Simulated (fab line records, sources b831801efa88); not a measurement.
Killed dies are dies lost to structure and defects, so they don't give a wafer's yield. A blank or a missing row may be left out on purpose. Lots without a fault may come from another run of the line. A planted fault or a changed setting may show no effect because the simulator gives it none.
Which tool did it? | flow sky130 | 24 lots, 72 wafers sampled, at 5 steps of a route of 708

WHAT THE GAUGES READ, wafer by wafer
SKY_VIA1_CD_MEAS_12: target cd 150 nm.
lot  | measured     | on        | cd_nm (nm)
L074 | day 33 05:41 | cd_sem-01 | 147.4 149.2 148.5
L075 | day 33 22:25 | cd_sem-01 | 149.3 148.9 149.7
L076 | day 34 12:23 | cd_sem-02 | 150.3 149.8 149.8
L077 | day 34 14:23 | cd_sem-01 | 151.1 150.2 149.4
L078 | day 34 21:53 | cd_sem-02 | 150.3 149.7 149.7
L079 | day 35 14:01 | cd_sem-01 | 153.1 152.1 151.4
L080 | day 36 06:17 | cd_sem-01 | 149.9 150.8 152.0
L081 | day 36 07:34 | cd_sem-02 | 148.4 147.3 146.8
L082 | day 36 10:47 | cd_sem-02 | 149.4 149.7 150.1
L083 | day 37 14:13 | cd_sem-01 | 152.2 152.4 152.4
L084 | day 37 19:23 | cd_sem-02 | 149.7 149.9 148.9
L085 | day 37 19:56 | cd_sem-01 | 150.0 151.8 151.4
L087 | day 38 04:20 | cd_sem-01 | 150.8 151.2 149.5
L086 | day 38 08:57 | cd_sem-02 | 151.2 150.5 149.4
L088 | day 38 09:18 | cd_sem-01 | 149.0 149.5 147.9
L089 | day 38 18:41 | cd_sem-02 | 148.3 148.5 147.4
L090 | day 39 02:20 | cd_sem-02 | 151.1 150.0 149.3
L091 | day 39 14:19 | cd_sem-01 | 154.2 151.5 151.9
L092 | day 39 20:29 | cd_sem-01 | 147.2 147.2 148.3
L093 | day 39 22:01 | cd_sem-01 | 152.2 151.6 150.0
L094 | day 40 03:17 | cd_sem-01 | 147.4 148.1 146.6
L095 | day 40 10:30 | cd_sem-01 | 149.0 148.7 149.8
L096 | day 40 18:05 | cd_sem-02 | 150.3 149.9 149.7
L097 | day 41 02:31 | cd_sem-02 | 147.2 148.0 146.6

SKY_VIA1_OVL_MEAS_13.
lot  | measured     | on         | VIA1_OVL (nm)
L074 | day 33 05:48 | overlay-01 | 0 5 4
L075 | day 33 22:32 | overlay-01 | 4 5 2
L076 | day 34 12:30 | overlay-01 | -6 -8 -4
L077 | day 34 14:28 | overlay-01 | 6 2 8
L078 | day 34 21:58 | overlay-02 | -3 -4 -7
L079 | day 35 14:08 | overlay-02 | -4 -6 -13
L080 | day 36 06:22 | overlay-02 | 2 5 13
L081 | day 36 07:41 | overlay-02 | -9 -2 -4
L082 | day 36 10:54 | overlay-01 | -2 2 5
L083 | day 37 14:20 | overlay-02 | 0 -9 -7
L084 | day 37 19:31 | overlay-02 | 1 3 0
L085 | day 37 20:03 | overlay-01 | 14 8 7
L087 | day 38 04:25 | overlay-02 | 2 5 -1
L086 | day 38 09:04 | overlay-01 | 9 7 4
L088 | day 38 09:25 | overlay-02 | -7 2 -7
L089 | day 38 18:49 | overlay-02 | -6 -5 2
L090 | day 39 02:28 | overlay-02 | 2 8 4
L091 | day 39 14:24 | overlay-02 | 0 1 6
L092 | day 39 20:37 | overlay-02 | 4 2 3
L093 | day 39 22:08 | overlay-02 | -2 9 2
L094 | day 40 03:24 | overlay-01 | 9 14 15
L095 | day 40 10:37 | overlay-02 | 0 4 4
L096 | day 40 18:12 | overlay-01 | -2 -2 -5
L097 | day 41 02:38 | overlay-01 | -1 6 4

WHICH TOOL RAN EACH LOT (tool, then ch and the chambers of the sampled wafers, then the start)
lot  | SKY_CONTACT_SPUTTER_23       | SKY_METAL1_SPUTTER_02        | SKY_VIA1_CMP_02
L074 | pvd_sputter-03, day 30 19:34 | pvd_sputter-04, day 30 20:16 | cmp-01 ch 0,1,3, day 32 01:57
L075 | pvd_sputter-04, day 31 12:56 | pvd_sputter-02, day 31 13:38 | cmp-01 ch 1,3, day 32 19:22
L076 | pvd_sputter-03, day 32 02:50 | pvd_sputter-01, day 32 03:32 | cmp-01 ch 1,2,3, day 33 09:07
L077 | pvd_sputter-03, day 32 05:28 | pvd_sputter-04, day 32 06:10 | cmp-01 ch 0,1,2, day 33 10:35
L078 | pvd_sputter-04, day 32 13:32 | pvd_sputter-04, day 32 14:14 | cmp-01 ch 0,1, day 33 18:35
L079 | pvd_sputter-04, day 33 04:42 | pvd_sputter-01, day 33 05:24 | cmp-01 ch 1,3, day 34 10:24
L080 | pvd_sputter-03, day 33 20:44 | pvd_sputter-04, day 33 21:26 | cmp-01 ch 1,3, day 35 01:50
L081 | pvd_sputter-03, day 33 21:40 | pvd_sputter-02, day 33 22:22 | cmp-02 ch 1,3, day 35 03:38
L082 | pvd_sputter-03, day 34 00:30 | pvd_sputter-04, day 34 01:11 | cmp-02 ch 0,2,3, day 35 06:20
L083 | pvd_sputter-02, day 35 03:40 | pvd_sputter-01, day 35 04:22 | cmp-02 ch 1,2,3, day 36 09:32
L084 | pvd_sputter-03, day 35 09:07 | pvd_sputter-01, day 35 09:49 | cmp-01 ch 0,1,2, day 36 15:09
L085 | pvd_sputter-03, day 35 09:54 | pvd_sputter-04, day 35 10:36 | cmp-02 ch 0,1,3, day 36 16:22
L087 | pvd_sputter-04, day 35 18:58 | pvd_sputter-02, day 35 19:40 | cmp-02 ch 0,1, day 37 01:14
L086 | pvd_sputter-04, day 35 23:20 | pvd_sputter-02, day 36 00:16 | cmp-02 ch 0,3, day 37 06:32
L088 | pvd_sputter-04, day 36 00:44 | pvd_sputter-01, day 36 01:26 | cmp-01 ch 0,1,2, day 37 06:50
L089 | pvd_sputter-03, day 36 11:29 | pvd_sputter-01, day 36 12:11 | cmp-01 ch 0,1,2, day 37 17:05
L090 | pvd_sputter-03, day 36 19:22 | pvd_sputter-04, day 36 20:04 | cmp-02 ch 0,1,3, day 38 00:49
L091 | pvd_sputter-03, day 37 07:54 | pvd_sputter-01, day 37 08:36 | cmp-01 ch 1,2,3, day 38 12:23
L092 | pvd_sputter-02, day 37 15:32 | pvd_sputter-04, day 37 16:14 | cmp-01 ch 1,3, day 38 19:32
L093 | pvd_sputter-02, day 37 17:46 | pvd_sputter-04, day 37 18:28 | cmp-01 ch 0,1,2, day 38 21:18
L094 | pvd_sputter-03, day 37 23:26 | pvd_sputter-02, day 38 00:08 | cmp-02 ch 0,2,3, day 39 02:35
L095 | pvd_sputter-03, day 38 07:13 | pvd_sputter-02, day 38 07:55 | cmp-02 ch 0,2,3, day 39 09:23
L096 | pvd_sputter-03, day 38 14:28 | pvd_sputter-02, day 38 15:10 | cmp-02 ch 0,1, day 39 17:43
L097 | pvd_sputter-02, day 38 23:16 | pvd_sputter-04, day 38 23:58 | cmp-01 ch 1,2, day 40 02:00
- SKY_CONTACT_SPUTTER_23: material TiN, target thk 20 nm, time 80 s.
- SKY_METAL1_SPUTTER_02: material AlCu, target thk 250 nm, time 13.3 s.
- SKY_VIA1_CMP_02: polishes SiO2.

WHAT THE TOOLS THEMSELVES READ (means of the sampled wafers that have a number; where no wafer has one, the mark that the record gives instead)
SKY_CONTACT_SPUTTER_23.
lot  | tool           | cathode_dc_power_W (W) | chamber_pressure_pa (Pa) | throttle_valve_pct (%)
L074 | pvd_sputter-03 | 3999.8                 | 5.003                    | 29.2
L075 | pvd_sputter-04 | 4000.2                 | 4.995                    | 29.5
L076 | pvd_sputter-03 | 4000.2                 | 5.015                    | 29.0
L077 | pvd_sputter-03 | 3999.5                 | 5.004                    | 29.0
L078 | pvd_sputter-04 | 4000.1                 | 4.998                    | 29.4
L079 | pvd_sputter-04 | 3999.5                 | 4.992                    | 28.8
L080 | pvd_sputter-03 | 4000.0                 | 5.003                    | 29.2
L081 | pvd_sputter-03 | 3999.9                 | 4.994                    | 28.9
L082 | pvd_sputter-03 | 3999.9                 | 5.007                    | 28.9
L083 | pvd_sputter-02 | 4000.2                 | 5.005                    | 29.9
L084 | pvd_sputter-03 | 4000.7                 | 5.008                    | 29.0
L085 | pvd_sputter-03 | 3999.3                 | 4.999                    | 29.3
L087 | pvd_sputter-04 | 3999.7                 | 4.996                    | 29.3
L086 | pvd_sputter-04 | 4000.3                 | 4.999                    | 30.1
L088 | pvd_sputter-04 | 3999.6                 | 5.004                    | 30.1
L089 | pvd_sputter-03 | 3999.8                 | 5.000                    | 29.1
L090 | pvd_sputter-03 | 3999.8                 | 4.998                    | 29.1
L091 | pvd_sputter-03 | 3999.7                 | 4.995                    | 29.2
L092 | pvd_sputter-02 | 4000.1                 | 5.005                    | 29.8
L093 | pvd_sputter-02 | 4000.4                 | 5.009                    | 29.7
L094 | pvd_sputter-03 | 4000.2                 | 5.002                    | 28.8
L095 | pvd_sputter-03 | 4000.2                 | 4.994                    | 30.4
L096 | pvd_sputter-03 | 4000.2                 | 4.999                    | 29.2
L097 | pvd_sputter-02 | 4000.3                 | 4.998                    | 30.1

SKY_METAL1_SPUTTER_02.
lot  | tool           | cathode_dc_power_W (W) | chamber_pressure_pa (Pa) | throttle_valve_pct (%)
L074 | pvd_sputter-04 | 10600                  | 0.3997                   | 29.5
L075 | pvd_sputter-02 | 10600                  | 0.3987                   | 30.3
L076 | pvd_sputter-01 | 10599                  | 0.3996                   | 30.1
L077 | pvd_sputter-04 | 10601                  | 0.4001                   | 29.4
L078 | pvd_sputter-04 | 10601                  | 0.3999                   | 29.3
L079 | pvd_sputter-01 | 10600                  | 0.3992                   | 30.4
L080 | pvd_sputter-04 | 10599                  | 0.4000                   | 29.6
L081 | pvd_sputter-02 | 10600                  | 0.3998                   | 30.7
L082 | pvd_sputter-04 | 10599                  | 0.4001                   | 30.2
L083 | pvd_sputter-01 | 10601                  | 0.3999                   | 30.0
L084 | pvd_sputter-01 | 10600                  | 0.4002                   | 30.1
L085 | pvd_sputter-04 | 10600                  | 0.4001                   | 30.1
L087 | pvd_sputter-02 | 10599                  | 0.4001                   | 30.5
L086 | pvd_sputter-02 | 10600                  | 0.4003                   | 29.6
L088 | pvd_sputter-01 | 10601                  | 0.3999                   | 30.1
L089 | pvd_sputter-01 | 10600                  | 0.3996                   | 29.9
L090 | pvd_sputter-04 | 10601                  | 0.3995                   | 29.6
L091 | pvd_sputter-01 | 10600                  | 0.4001                   | 30.6
L092 | pvd_sputter-04 | 10599                  | 0.4003                   | 28.6
L093 | pvd_sputter-04 | 10601                  | 0.4008                   | 30.0
L094 | pvd_sputter-02 | 10599                  | 0.4002                   | 30.2
L095 | pvd_sputter-02 | 10601                  | 0.4001                   | 30.3
L096 | pvd_sputter-02 | 10601                  | 0.3998                   | 29.8
L097 | pvd_sputter-04 | 10601                  | 0.3997                   | 30.4

SKY_VIA1_CMP_02.
lot  | tool   | head_pressure_psi (psi) | motor_current_A (A)
L074 | cmp-01 | 3.994                   | 12.0
L075 | cmp-01 | 4.007                   | 12.7
L076 | cmp-01 | 4.000                   | 12.9
L077 | cmp-01 | 4.004                   | 12.2
L078 | cmp-01 | 3.998                   | 11.6
L079 | cmp-01 | 3.999                   | 12.2
L080 | cmp-01 | 3.999                   | 12.8
L081 | cmp-02 | 4.007                   | 13.5
L082 | cmp-02 | 4.001                   | 13.2
L083 | cmp-02 | 4.000                   | 12.6
L084 | cmp-01 | 4.000                   | 12.7
L085 | cmp-02 | 3.996                   | 12.3
L087 | cmp-02 | 3.998                   | 11.7
L086 | cmp-02 | 4.006                   | 13.4
L088 | cmp-01 | 4.001                   | 12.5
L089 | cmp-01 | 4.001                   | 12.4
L090 | cmp-02 | 4.007                   | 12.7
L091 | cmp-01 | 4.003                   | 13.2
L092 | cmp-01 | 3.997                   | 11.8
L093 | cmp-01 | 3.995                   | 12.8
L094 | cmp-02 | 4.003                   | 13.0
L095 | cmp-02 | 4.002                   | 13.1
L096 | cmp-02 | 3.989                   | 12.1
L097 | cmp-01 | 4.005                   | 12.8

THE ANSWER, worked out from the rows above alone
Rule: what is usual is taken from the lots themselves. Put in order of their means at a reading, lots are off if they are a third of the lots or fewer, leave a main group of 4 or more, and stand apart from it by a gap of 3 or more times the standard deviation of the main group's means; of several such gaps the widest counts. A main group whose means are all the same, to the digits that the tables above print for the reading, isn't used. A lot without any number at a reading at which 4 lots or more have one is off too. The other lots that the step has rows for count as sound. The gauges are gone through in route order, then the tools' own readings, and for those a lot's mean is taken as printed above. The first step at which some lot is off is used, and at that step the reading that is off furthest; a lot without a number counts as furthest.
No lot is off at any reading shown: from this, nothing can be told.

WHAT THE SIMULATOR HAD PUT IN
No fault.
